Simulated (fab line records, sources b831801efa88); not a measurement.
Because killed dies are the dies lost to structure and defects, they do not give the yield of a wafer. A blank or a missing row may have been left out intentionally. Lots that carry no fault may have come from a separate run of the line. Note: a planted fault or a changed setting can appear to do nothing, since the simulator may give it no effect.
Matching of chambers	flow sky130	cmp-02 running SKY_VIA3_CMP_24: 4 sister chambers
The step polishes, stops on SiO2, t overpolish 20 s, target thk 0 nm. 4 wafers are shown with their chamber, then 7 later ones without.

WAFERS, EACH WITH ITS CHAMBER
wafer	chamber	motorCurrentA (A)
L509.3	3	11.7
L509.5	1	10.4
L509.6	2	11.1
L513.5	0	12.7

WAFERS WITHOUT THEIR CHAMBER
wafer	motorCurrentA (A)
L513.6	10.5
L522.2	11.9
L522.3	10.3
L522.4	12.5
L524.1	10.5
L524.3	10.6
L524.5	13.2

WHICH CHAMBER EACH WENT THROUGH
wafer	from the rows above	in truth
L513.6	1	1
L522.2	3	3
L522.3	1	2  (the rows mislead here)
L522.4	0	0
L524.1	1	1
L524.3	can't be placed: 1 or 2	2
L524.5	0	0
5 of 7 placed correctly. Not placeable from these rows: 1 (in 1, the candidates include the true chamber). 1 placed wrongly.
How it was worked out, from the rows above alone: a wafer's distance from a chamber is the root of the sum, over the readings, of the square of ((its reading less the chamber's mean) divided by the reading's scatter). If the next closest chamber is less than 2 further off than the closest, the wafer can't be placed; otherwise it belongs to the closest. For every chamber, the mean is computed from those of its wafers that are shown. The scatter: with one shown wafer a chamber, the root of the mean of the squares of how far each hidden wafer lies from its nearest shown one.
